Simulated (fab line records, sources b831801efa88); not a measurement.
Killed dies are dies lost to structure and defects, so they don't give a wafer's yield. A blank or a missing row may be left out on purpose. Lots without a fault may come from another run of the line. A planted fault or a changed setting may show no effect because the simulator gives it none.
fab line records | flow sky130
record lots=14 wafers=42 last_day=50
route steps=708 shown VT_ADJUST_NCORE@127 SONOS_ONO@182 LDD_N@241 LDD_HVN@274 PAD_OPEN@708
lots that met no fault: from a run of the same line without faults
start_h: hours from the record's first day to the start of the lot's first wafer shown | wait_h: hours since the lot's step before | " the same as in the row above | L1.1+2: a row that stands for several wafers | - no value, or no start given | * or withheld: withheld | < > ~ a bound
route shown NAME@n: a module of which the file shows steps, and the number in the route of the first | usual: mean/standard deviation of fault-free wafers | same: alike in all rows | chamber/n: place in a boat | sites: the reading at each site | _std_site: their standard deviation | _edge_site: outer sites' mean less inner sites' | radius_mm: how far each site lies from the wafer's centre | mask NAME#n: copy n | behind: the tool/chamber that last shaped the wafer | hold: why the lot was held/for how many hours/how that ended | device: the transistor (n, p or np) that didn't switch | end of line: the same wafers' tests at the end of the route | a step without rows: its recipe alone | killed: dies lost to structure and defects at the first sort, not the wafer's yield | map: a wafer's dies, x killed, . not, _ none there
set.NAME: the setting as run; set.NAME@STEP: as run at that earlier step | model.NAME: the simulator's own value behind a step, which no gauge read
steps of the route over a sample of lots; a table a step, a row a wafer
services: from which hour (start_h, from the record's first day; less than 0 if before it) a tool's chamber was out of use, for how many hours, and why
## steps
# step SKY_VT_ADJUST_NCORE_OVL_MEAS_08
# usual VT_ADJUST_NCORE_OVL=0.8/1.3
# columns lot.wafer tool chamber start_h wait_h VT_ADJUST_NCORE_OVL[nm]
L291.1 overlay-02 - 184.36 0.1 -1.3
L291.3 " - " " -1.1
L291.6 " - " " -1.9
L292.2 overlay-02 - 188.46 0.1 0.7
L292.3 " - " " -0.3
L292.4 " - " " 1.6
L293.1 overlay-01 - 201.56 0.1 0.9
L293.2 " - " " 1.9
L293.3 " - " " -0.2
L294.2 overlay-01 - 206.61 0.1 0.6
L294.3 " - " " 2.0
L294.6 " - " " 2.7
L295.3 overlay-01 - 212.02 0.1 1.6
L295.4 " - " " 0.0
L295.6 " - " " 1.2
L296.1 overlay-01 - 218.51 0.1 1.5
L296.2 " - " " 1.9
L296.4 " - " " 1.3
L297.3 overlay-02 - 223.78 0.1 -0.8
L297.4 " - " " 2.3
L297.5 " - " " -0.5
L300.3 overlay-01 - 248.87 0.1 2.0
L300.4 " - " " 0.8
L300.6 " - " " 0.9
L302.3 overlay-02 - 257.58 0.1 0.7
L302.4 " - " " 1.6
L302.5 " - " " 1.5
L308.1 overlay-01 - 300.91 0.1 -0.3
L308.5 " - " " -1.5
L308.6 " - " " 0.9
L311.1 overlay-01 - 321.96 0.1 1.7
L311.2 " - " " -0.6
L311.5 " - " " 0.8
L312.3 overlay-01 - 328.76 0.1 -1.7
L312.4 " - " " 0.2
L312.6 " - " " 0.0
L313.2 overlay-02 - 342.96 0.1 0.3
L313.3 " - " " 0.0
L313.5 " - " " 0.4
L314.1 overlay-02 - 347.05 0.1 2.5
L314.2 " - " " 2.6
L314.3 " - " " 1.3
# step SKY_SONOS_ONO_OVL_MEAS_14
# usual SONOS_ONO_OVL=0.1/1.4
# columns lot.wafer tool chamber start_h wait_h SONOS_ONO_OVL[nm]
L291.1 overlay-01 - 284.81 0.1 -0.4
L291.3 " - " " 0.4
L291.6 " - " " 1.8
L292.2 overlay-01 - 286.91 0.1 0.2
L292.3 " - " " 0.6
L292.4 " - " " 0.9
L293.1 overlay-01 - 298.00 0.1 -0.3
L293.2 " - " " 0.8
L293.3 " - " " -1.0
L294.2 overlay-01 - 305.46 0.1 -0.8
L294.3 " - " " -1.4
L294.6 " - " " -1.4
L295.3 overlay-02 - 310.77 0.1 2.6
L295.4 " - " " 2.6
L295.6 " - " " 2.4
L296.1 overlay-02 - 320.40 0.1 -0.8
L296.2 " - " " 1.5
L296.4 " - " " 1.8
L297.3 overlay-01 - 324.42 0.1 0.4
L297.4 " - " " 1.9
L297.5 " - " " 2.8
L300.3 overlay-01 - 355.91 0.1 -0.3
L300.4 " - " " 0.7
L300.6 " - " " -1.5
L302.3 overlay-02 - 367.12 0.1 2.3
L302.4 " - " " 1.0
L302.5 " - " " 1.2
L308.1 overlay-01 - 415.96 0.1 -0.5
L308.5 " - " " -0.2
L308.6 " - " " 1.4
L311.1 overlay-02 - 442.66 0.1 -1.3
L311.2 " - " " 0.2
L311.5 " - " " 1.1
L312.3 overlay-02 - 453.22 0.1 -0.8
L312.4 " - " " -0.8
L312.6 " - " " 0.1
L313.2 overlay-02 - 466.76 0.1 0.0
L313.3 " - " " 1.4
L313.5 " - " " 2.0
L314.1 overlay-02 - 471.81 0.1 1.1
L314.2 " - " " 0.6
L314.3 " - " " -1.3
# step SKY_LDD_N_EXPOSE_04
# recipe mask_id=NTM target_cd_nm=840 na=0.6 source_shape=conventional sigma_outer=0.6 dose_mj=110
# columns lot.wafer tool chamber start_h wait_h mask
L291.1+3+6 iline_stepper-02 0 391.91 - NTM#0
L292.2+3+4 iline_stepper-02 0 397.86 - NTM#0
L293.1+2+3 iline_stepper-01 0 408.54 - NTM#0
L294.2+3+6 iline_stepper-01 0 417.36 - NTM#0
L295.3+4+6 iline_stepper-01 0 421.43 - NTM#0
L296.1+2+4 iline_stepper-01 0 428.99 - NTM#0
L297.3+4+5 iline_stepper-01 0 437.93 - NTM#0
L300.3+4+6 iline_stepper-01 0 473.30 - NTM#0
L302.3+4+5 iline_stepper-02 0 482.40 - NTM#0
L308.1+5+6 iline_stepper-02 0 535.41 - NTM#0
L311.1+2+5 iline_stepper-02 0 559.45 - NTM#0
L312.3+4+6 iline_stepper-02 0 567.82 - NTM#0
L313.2+3+5 iline_stepper-02 0 584.01 - NTM#0
L314.1+2+3 iline_stepper-02 0 589.44 - NTM#0
# step SKY_LDD_N_OVL_MEAS_07
# usual LDD_N_OVL=1.8/1.4
# columns lot.wafer tool chamber start_h wait_h hold LDD_N_OVL[nm]
L291.1 overlay-01 - 405.79 0.1 - 0.6
L291.3 " - " " - 2.0
L291.6 " - " " - 2.3
L292.2 overlay-02 - 412.44 0.1 - -0.6
L292.3 " - " " - -0.8
L292.4 " - " " - -2.3
L293.1 overlay-01 - 423.04 0.1 - 0.6
L293.2 " - " " - 0.4
L293.3 " - " " - 1.7
L294.2 overlay-02 - 431.64 0.1 - 2.9
L294.3 " - " " - 3.5
L294.6 " - " " - 3.3
L295.3 overlay-02 - 436.15 0.1 - 3.2
L295.4 " - " " - 2.1
L295.6 " - " " - 4.9
L296.1 overlay-02 - 444.38 0.1 - -0.4
L296.2 " - " " - -0.5
L296.4 " - " " - 1.8
L297.3 overlay-02 - 453.74 0.1 await_dispo/0.2h/release -44.7
L297.4 " - " " await_dispo/0.2h/release -47.0
L297.5 " - " " await_dispo/0.2h/release -47.7
L297.3 overlay-02 - 453.94 0.2 - -44.3
L297.4 " - " " - -46.5
L297.5 " - " " - -47.1
L300.3 overlay-01 - 488.49 0.1 await_dispo/0.2h/release -47.3
L300.4 " - " " await_dispo/0.2h/release -48.0
L300.6 " - " " await_dispo/0.2h/release -46.4
L300.3 overlay-01 - 488.69 0.2 - -46.3
L300.4 " - " " - -47.8
L300.6 " - " " - -46.1
L302.3 overlay-02 - 497.00 0.1 - 2.1
L302.4 " - " " - 3.9
L302.5 " - " " - 0.0
L308.1 overlay-02 - 550.38 0.1 - 2.2
L308.5 " - " " - 1.4
L308.6 " - " " - 2.9
L311.1 overlay-01 - 573.73 0.1 - 0.7
L311.2 " - " " - 0.6
L311.5 " - " " - 2.4
L312.3 overlay-01 - 582.29 0.1 - 1.9
L312.4 " - " " - 1.4
L312.6 " - " " - 2.2
L313.2 overlay-02 - 597.94 0.1 - 3.2
L313.3 " - " " - 4.0
L313.5 " - " " - 2.6
L314.1 overlay-01 - 603.74 0.1 - 4.5
L314.2 " - " " - 2.6
L314.3 " - " " - 1.9
# step SKY_LDD_HVN_OVL_MEAS_07
# usual LDD_HVN_OVL=-0.7/1.3
# columns lot.wafer tool chamber start_h wait_h LDD_HVN_OVL[nm]
L291.1 overlay-02 - 467.74 0.1 -0.8
L291.3 " - " " -2.2
L291.6 " - " " 0.5
L292.2 overlay-02 - 477.49 0.1 -0.2
L292.3 " - " " -1.4
L292.4 " - " " -0.7
L293.1 overlay-02 - 485.37 0.1 -2.7
L293.2 " - " " -3.3
L293.3 " - " " -0.6
L294.2 overlay-02 - 495.09 0.1 -1.2
L294.3 " - " " -0.9
L294.6 " - " " 0.4
L295.3 overlay-01 - 498.30 0.1 -0.7
L295.4 " - " " -1.4
L295.6 " - " " -0.7
L296.1 overlay-01 - 507.14 0.1 -2.0
L296.2 " - " " -3.0
L296.4 " - " " -3.1
L302.3 overlay-01 - 558.95 0.1 0.5
L302.4 " - " " -2.6
L302.5 " - " " -2.4
L308.1 overlay-01 - 610.82 0.1 -3.1
L308.5 " - " " -0.9
L308.6 " - " " -0.6
L311.1 overlay-01 - 633.14 0.1 -2.0
L311.2 " - " " 0.1
L311.5 " - " " 0.1
L312.3 overlay-02 - 641.70 0.1 0.9
L312.4 " - " " 0.6
L312.6 " - " " 0.0
L313.2 overlay-01 - 657.28 0.1 -0.9
L313.3 " - " " 0.7
L313.5 " - " " -1.2
L314.1 overlay-02 - 661.09 0.1 -0.5
L314.2 " - " " -0.5
L314.3 " - " " -1.0
# step SKY_PAD_OPEN_PROBE_99
# usual defect_limited_yield=82.6/1.9 killed_at_M0_to_M3=43/7.7 killed_at_M4_up=2.9/1.7 killed_at_contacts=24/5.5 killed_at_front_end=15/4 killed_at_other=0.4/0.66 killed_dies=86/9.4 killed_open=47/6.7 killed_short=38/6.2 sort_bin_3_pad_short=0.8/0.42 sort_bin_5_function=10.3/1.5 sort_bin_6_memory=6.4/1.1 sort_n_pass=406/9.4 sort_yield_pct=82.6/1.9
# same gross_dies=492 killed_at_back_side=0 sort_bin_4_leakage[%]=0 sort_bin_8_speed[%]=0
# columns lot.wafer tool chamber start_h wait_h defect_limited_yield[%] killed_at_M0_to_M3 killed_at_M4_up killed_at_contacts killed_at_front_end killed_at_other killed_dies killed_open killed_short sort_bin_3_pad_short[%] sort_bin_5_function[%] sort_bin_6_memory[%] sort_n_pass sort_yield_pct[%]
L291.1 prober-02 - 1074.31 0.1 82.9 46 1 16 20 1 84 39 44 0.6 10.6 5.9 408 82.9
L291.3 prober-02 - 1074.41 0.2 81.5 53 2 16 19 1 91 50 41 0.6 12.4 5.5 401 81.5
L291.6 prober-02 - 1074.56 0.2 82.3 47 4 16 19 1 87 48 35 0.6 12.6 4.5 405 82.3
L292.2 prober-01 - 1081.75 0.1 81.5 41 4 25 21 0 91 49 41 1.2 10.8 6.5 401 81.5
L292.3 prober-01 - 1081.80 0.2 83.1 32 2 28 21 0 83 45 38 0.6 9.8 6.5 409 83.1
L292.4 prober-01 - 1081.85 0.2 80.9 53 3 18 19 1 94 51 41 0.8 12.0 6.3 398 80.9
L293.1 prober-02 - 1092.95 0.1 78.9 61 3 24 16 0 104 61 43 1.0 12.8 7.3 388 78.9
L293.2 prober-02 - 1093.00 0.1 85.2 39 3 15 16 0 73 36 36 0.8 7.3 6.7 419 85.2
L293.3 prober-02 - 1093.05 0.2 82.5 46 3 23 14 0 86 45 41 1.2 10.4 5.9 406 82.5
L294.2 prober-01 - 1094.50 0.1 83.1 47 1 14 21 0 83 50 33 0.4 10.4 6.1 409 83.1
L294.3 prober-01 - 1094.55 0.2 83.5 38 4 24 15 0 81 38 43 0.8 7.5 8.1 411 83.5
L294.6 prober-01 - 1094.70 0.2 83.9 38 5 24 12 0 79 45 34 0.6 10.8 4.7 413 83.9
L295.3 prober-02 - 1096.25 0.2 81.5 38 2 28 23 0 91 45 46 0.8 11.2 6.5 401 81.5
L295.4 prober-02 - 1096.30 0.2 81.7 48 3 21 18 0 90 45 44 0.8 11.2 6.3 402 81.7
L295.6 prober-02 - 1096.40 0.2 84.3 27 3 32 14 1 77 34 43 0.6 7.3 7.7 415 84.3
L296.1 prober-01 - 1105.66 0.1 84.3 33 6 28 10 0 77 44 33 0.4 10.6 4.7 415 84.3
L296.2 prober-01 - 1105.71 0.1 81.7 60 2 13 15 0 90 50 40 0.4 10.6 7.3 402 81.7
L296.4 prober-01 - 1105.81 0.2 81.9 47 5 21 16 0 89 49 40 1.0 10.0 7.1 403 81.9
L302.3 prober-02 - 1136.49 0.2 80.9 55 3 20 16 0 94 54 39 0.6 9.1 9.3 398 80.9
L302.4 prober-02 - 1136.54 0.2 81.1 43 2 26 22 0 93 50 43 0.4 12.2 6.3 399 81.1
L302.5 prober-02 - 1136.59 0.2 84.3 44 0 23 10 0 77 44 33 1.0 8.7 5.9 415 84.3
L308.1 prober-01 - 1170.50 0.1 83.3 43 1 26 12 0 82 39 43 0.6 9.3 6.7 410 83.3
L308.5 prober-01 - 1170.70 0.2 86.4 38 2 15 11 1 67 36 31 0.2 8.5 4.9 425 86.4
L308.6 prober-01 - 1170.75 0.2 81.1 36 5 28 24 0 93 48 45 1.4 11.0 6.5 399 81.1
L311.1 prober-02 - 1183.67 0.1 84.6 33 3 20 20 0 76 43 32 0.4 9.8 5.3 416 84.6
L311.2 prober-02 - 1183.72 0.1 84.6 43 4 18 11 0 76 38 36 1.4 8.5 5.5 416 84.6
L311.5 prober-02 - 1183.87 0.2 82.1 42 1 27 17 1 88 45 43 1.2 9.1 7.5 404 82.1
L312.3 prober-01 - 1188.56 0.2 80.5 39 4 38 15 0 96 53 43 1.4 10.2 7.9 396 80.5
L312.4 prober-01 - 1188.61 0.2 85.8 38 3 18 10 1 70 33 37 0.8 8.5 4.9 422 85.8
L312.6 prober-01 - 1188.71 0.2 84.6 38 1 24 13 0 76 41 35 0.6 8.9 5.9 416 84.6
L313.2 prober-02 - 1199.41 0.1 83.1 45 2 20 16 0 83 53 30 0.4 11.2 5.3 409 83.1
L313.3 prober-02 - 1199.46 0.2 84.1 37 1 25 15 0 78 45 33 0.8 10.6 4.5 414 84.1
L313.5 prober-02 - 1199.56 0.2 81.3 51 4 31 6 0 92 52 40 0.2 11.4 7.1 400 81.3
L314.1 prober-01 - 1200.26 0.1 85.2 36 1 21 15 0 73 41 32 0.8 8.3 5.7 419 85.2
L314.2 prober-01 - 1200.31 0.1 81.7 49 3 25 13 0 90 53 37 0.4 12.0 5.9 402 81.7
L314.3 prober-01 - 1200.36 0.2 83.5 40 3 24 14 0 81 46 35 0.4 10.8 5.3 411 83.5
# killed by level:class
L291.1 VIA1:geometric_particle:open=10 VIA1:geometric_particle:short=8 VIA2:geometric_particle:open=8 METAL1:geometric_particle:short=7 LOCAL_INTERCONNECT:geometric_particle:short=5 POLY_GATE:geometric_particle:open=4 POLY_GATE:geometric_particle:short=4 CONTACT:geometric_particle:open=4
L291.3 VIA1:geometric_particle:open=14 VIA1:geometric_particle:short=8 METAL3:geometric_particle:short=8 FIELD_ISO:geometric_particle:open=6 VIA2:geometric_particle:open=6 VIA3:geometric_particle:open=5 LI_CONTACT:geometric_particle:open=5 CONTACT:geometric_particle:open=5
L291.6 VIA1:geometric_particle:open=12 VIA2:geometric_particle:open=7 CONTACT:geometric_particle:open=7 VIA3:geometric_particle:open=6 SPACER:geometric_particle:open=5 LI_CONTACT:geometric_particle:open=5 METAL1:geometric_particle:short=5 METAL2:geometric_particle:short=4
L292.2 CONTACT:geometric_particle:open=8 VIA2:geometric_particle:open=8 FIELD_ISO:geometric_particle:open=7 CONTACT:geometric_particle:short=7 FIELD_ISO:geometric_particle:short=6 LI_CONTACT:geometric_particle:open=6 VIA3:geometric_particle:open=6 METAL1:geometric_particle:short=4
L292.3 CONTACT:geometric_particle:open=9 VIA1:geometric_particle:open=9 LI_CONTACT:geometric_particle:open=6 CONTACT:geometric_particle:short=6 VIA3:geometric_particle:open=6 FIELD_ISO:geometric_particle:short=5 LOCAL_INTERCONNECT:geometric_particle:short=5 VIA2:geometric_particle:open=5
L292.4 VIA1:geometric_particle:open=11 CONTACT:geometric_particle:open=10 VIA3:geometric_particle:open=8 VIA2:geometric_particle:open=7 METAL1:geometric_particle:short=6 FIELD_ISO:geometric_particle:open=5 METAL2:geometric_particle:short=5 VIA2:geometric_particle:short=5
L293.1 VIA1:geometric_particle:open=14 VIA3:geometric_particle:open=12 VIA2:geometric_particle:open=10 METAL1:geometric_particle:short=9 CONTACT:geometric_particle:open=8 LI_CONTACT:geometric_particle:open=7 VIA1:geometric_particle:short=6 METAL2:geometric_particle:short=6
L293.2 VIA1:geometric_particle:open=9 VIA1:geometric_particle:short=6 POLY_GATE:geometric_particle:open=5 CONTACT:geometric_particle:open=5 VIA3:geometric_particle:open=5 METAL2:geometric_particle:short=4 METAL3:geometric_particle:short=4 FIELD_ISO:geometric_particle:short=3
L293.3 VIA3:geometric_particle:open=11 CONTACT:geometric_particle:open=8 VIA1:geometric_particle:open=8 CONTACT:geometric_particle:short=6 METAL2:geometric_particle:short=6 FIELD_ISO:geometric_particle:open=4 FIELD_ISO:geometric_particle:short=4 LI_CONTACT:geometric_particle:open=4
L294.2 VIA3:geometric_particle:open=9 VIA1:geometric_particle:open=8 METAL2:geometric_particle:short=7 FIELD_ISO:geometric_particle:short=6 FIELD_ISO:geometric_particle:open=6 LI_CONTACT:geometric_particle:open=6 CONTACT:geometric_particle:open=5 METAL1:geometric_particle:open=5
L294.3 CONTACT:geometric_particle:open=9 VIA1:geometric_particle:open=8 LOCAL_INTERCONNECT:geometric_particle:short=7 FIELD_ISO:geometric_particle:open=6 FIELD_ISO:geometric_particle:short=6 VIA3:geometric_particle:open=6 METAL1:geometric_particle:short=5 METAL2:geometric_particle:short=5
L294.6 LI_CONTACT:geometric_particle:open=10 VIA2:geometric_particle:open=8 VIA3:geometric_particle:open=7 CONTACT:geometric_particle:open=6 VIA3:geometric_particle:short=5 VIA1:geometric_particle:open=5 FIELD_ISO:geometric_particle:short=4 CONTACT:geometric_particle:short=4
L295.3 FIELD_ISO:geometric_particle:open=10 METAL2:geometric_particle:short=8 LI_CONTACT:geometric_particle:short=8 LI_CONTACT:geometric_particle:open=7 FIELD_ISO:geometric_particle:short=6 CONTACT:geometric_particle:open=6 LOCAL_INTERCONNECT:geometric_particle:short=5 VIA3:geometric_particle:short=5
L295.4 VIA1:geometric_particle:open=10 VIA2:geometric_particle:open=8 CONTACT:geometric_particle:open=7 VIA1:geometric_particle:short=6 FIELD_ISO:geometric_particle:open=5 LI_CONTACT:geometric_particle:open=5 METAL1:geometric_particle:short=5 METAL2:geometric_particle:short=5
L295.6 LOCAL_INTERCONNECT:geometric_particle:short=10 CONTACT:geometric_particle:open=9 VIA3:geometric_particle:open=9 FIELD_ISO:geometric_particle:short=7 LI_CONTACT:geometric_particle:open=5 CONTACT:geometric_particle:short=4 METAL2:geometric_particle:short=4 FIELD_ISO:geometric_particle:open=3
L296.1 CONTACT:geometric_particle:open=15 VIA2:geometric_particle:open=8 FIELD_ISO:geometric_particle:open=5 VIA1:geometric_particle:short=5 VIA1:geometric_particle:open=5 LI_CONTACT:geometric_particle:open=4 LOCAL_INTERCONNECT:geometric_particle:short=4 CONTACT:geometric_particle:short=4
L296.2 VIA1:geometric_particle:open=14 VIA2:geometric_particle:open=11 POLY_GATE:geometric_particle:short=7 VIA2:geometric_particle:short=7 VIA3:geometric_particle:open=7 METAL2:geometric_particle:short=7 LI_CONTACT:geometric_particle:open=6 CONTACT:geometric_particle:open=5
L296.4 VIA3:geometric_particle:open=11 VIA1:geometric_particle:open=7 LI_CONTACT:geometric_particle:open=6 CONTACT:geometric_particle:open=6 VIA1:geometric_particle:short=5 CONTACT:geometric_particle:short=5 METAL1:geometric_particle:short=5 METAL2:geometric_particle:short=5
L302.3 VIA1:geometric_particle:open=15 METAL1:geometric_particle:short=10 VIA2:geometric_particle:open=9 CONTACT:geometric_particle:open=8 LI_CONTACT:geometric_particle:short=6 FIELD_ISO:geometric_particle:short=5 FIELD_ISO:geometric_particle:open=5 VIA3:geometric_particle:open=5
L302.4 CONTACT:geometric_particle:open=8 VIA1:geometric_particle:open=8 VIA2:geometric_particle:open=8 VIA3:geometric_particle:open=8 CONTACT:geometric_particle:short=6 POLY_GATE:geometric_particle:open=5 LI_CONTACT:geometric_particle:open=5 METAL2:geometric_particle:short=5
L302.5 VIA1:geometric_particle:open=9 CONTACT:geometric_particle:open=9 VIA3:geometric_particle:open=8 VIA2:geometric_particle:open=7 METAL2:geometric_particle:short=6 LOCAL_INTERCONNECT:geometric_particle:short=5 METAL1:geometric_particle:short=4 METAL3:geometric_particle:short=4
L308.1 LI_CONTACT:geometric_particle:open=7 CONTACT:geometric_particle:open=7 VIA1:geometric_particle:open=7 POLY_GATE:geometric_particle:open=6 METAL2:geometric_particle:short=6 VIA2:geometric_particle:open=6 VIA3:geometric_particle:short=5 METAL1:geometric_particle:short=5
L308.5 VIA1:geometric_particle:open=9 VIA2:geometric_particle:open=6 CONTACT:geometric_particle:open=5 METAL1:geometric_particle:short=5 VIA1:geometric_particle:short=4 LOCAL_INTERCONNECT:geometric_particle:short=4 VIA3:geometric_particle:short=4 POLY_GATE:geometric_particle:short=3
L308.6 CONTACT:geometric_particle:open=11 VIA3:geometric_particle:open=8 VIA1:geometric_particle:open=8 POLY_GATE:geometric_particle:short=7 CONTACT:geometric_particle:short=6 FIELD_ISO:geometric_particle:short=5 LI_CONTACT:geometric_particle:open=4 LOCAL_INTERCONNECT:geometric_particle:short=4
L311.1 CONTACT:geometric_particle:open=11 FIELD_ISO:geometric_particle:short=7 VIA3:geometric_particle:open=6 VIA1:geometric_particle:open=6 POLY_GATE:geometric_particle:open=4 VIA2:geometric_particle:open=4 FIELD_ISO:geometric_particle:open=3 POLY_GATE:geometric_particle:short=3
L311.2 VIA1:geometric_particle:open=16 CONTACT:geometric_particle:open=8 METAL1:geometric_particle:short=5 VIA1:geometric_particle:short=5 FIELD_ISO:geometric_particle:short=4 METAL2:geometric_particle:short=4 POLY_GATE:geometric_particle:short=3 LI_CONTACT:geometric_particle:short=3
L311.5 VIA1:geometric_particle:open=10 VIA2:geometric_particle:open=8 CONTACT:geometric_particle:short=7 VIA1:geometric_particle:short=7 CONTACT:geometric_particle:open=6 LI_CONTACT:geometric_particle:short=6 LI_CONTACT:geometric_particle:open=6 VIA3:geometric_particle:open=6
L312.3 CONTACT:geometric_particle:open=12 LI_CONTACT:geometric_particle:open=10 VIA1:geometric_particle:open=9 FIELD_ISO:geometric_particle:open=6 VIA2:geometric_particle:open=6 CONTACT:geometric_particle:short=6 LI_CONTACT:geometric_particle:short=5 METAL2:geometric_particle:short=5
L312.4 METAL1:geometric_particle:short=6 CONTACT:geometric_particle:short=6 CONTACT:geometric_particle:open=6 VIA2:geometric_particle:open=6 VIA1:geometric_particle:open=5 VIA1:geometric_particle:short=5 VIA3:geometric_particle:open=5 LI_CONTACT:geometric_particle:open=4
L312.6 LI_CONTACT:geometric_particle:open=12 VIA2:geometric_particle:open=7 CONTACT:geometric_particle:open=6 VIA3:geometric_particle:open=6 METAL1:geometric_particle:short=5 VIA1:geometric_particle:open=5 VIA1:geometric_particle:short=5 POLY_GATE:geometric_particle:short=4
L313.2 VIA1:geometric_particle:open=14 VIA3:geometric_particle:open=10 FIELD_ISO:geometric_particle:open=7 LOCAL_INTERCONNECT:geometric_particle:short=6 CONTACT:geometric_particle:open=6 LI_CONTACT:geometric_particle:open=5 VIA2:geometric_particle:open=5 POLY_GATE:geometric_particle:open=4
L313.3 LI_CONTACT:geometric_particle:open=9 VIA1:geometric_particle:open=9 CONTACT:geometric_particle:open=7 VIA1:geometric_particle:short=7 VIA2:geometric_particle:open=6 POLY_GATE:geometric_particle:open=4 VIA3:geometric_particle:short=4 FIELD_ISO:geometric_particle:open=3
L313.5 VIA1:geometric_particle:open=12 CONTACT:geometric_particle:open=10 LI_CONTACT:geometric_particle:open=9 METAL2:geometric_particle:short=7 VIA2:geometric_particle:open=6 VIA1:geometric_particle:short=5 VIA3:geometric_particle:short=5 LOCAL_INTERCONNECT:geometric_particle:short=4
L314.1 VIA1:geometric_particle:open=8 CONTACT:geometric_particle:open=7 METAL1:geometric_particle:short=6 VIA2:geometric_particle:open=6 LI_CONTACT:geometric_particle:open=5 FIELD_ISO:geometric_particle:open=4 FIELD_ISO:geometric_particle:short=4 VIA3:geometric_particle:open=4
L314.2 VIA1:geometric_particle:open=12 CONTACT:geometric_particle:open=9 VIA3:geometric_particle:open=9 CONTACT:geometric_particle:short=7 LI_CONTACT:geometric_particle:open=6 METAL1:geometric_particle:short=5 METAL2:geometric_particle:short=5 VIA2:geometric_particle:short=5
L314.3 LI_CONTACT:geometric_particle:open=12 VIA3:geometric_particle:open=9 VIA2:geometric_particle:open=8 CONTACT:geometric_particle:short=5 VIA1:geometric_particle:open=5 FIELD_ISO:geometric_particle:short=4 CONTACT:geometric_particle:open=4 VIA3:geometric_particle:short=4
## services
# columns tool chamber start_h hours kind
iline_stepper-01 - 373.12 1.7 pm
iline_stepper-02 - 407.47 1.7 pm
iline_stepper-01 - 412.01 0.7 repair
iline_stepper-01 0 431.28 - calibration
iline_stepper-01 - 479.25 14.0 repair
iline_stepper-02 0 506.61 - calibration
iline_stepper-01 - 563.91 17.0 repair
iline_stepper-01 - 564.74 30.6 repair
## key
first_sign step=SKY_LDD_N_OVL_MEAS_07 reading=visit direction=added
effect step=SKY_LDD_N_OVL_MEAS_07 reading=LDD_N_OVL direction=down sigmas=34 usual=1.8 struck=-46.8
met_at SKY_LDD_N_EXPOSE_04
struck_lots L297,L300
scrapped_behind SKY_LDD_N_OVL_MEAS_07 L297.3,L297.4,L297.5,L300.3,L300.4,L300.6
not_acting_at SKY_VT_ADJUST_NCORE_OVL_MEAS_08,SKY_SONOS_ONO_OVL_MEAS_14,SKY_LDD_HVN_OVL_MEAS_07
onset_between 428.99 437.93
fault kind=scanner_matching_overlay tool=iline_stepper-01 chamber=- onset_h=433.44 steps=SKY_LDD_N_EXPOSE_04 offset=-48.648
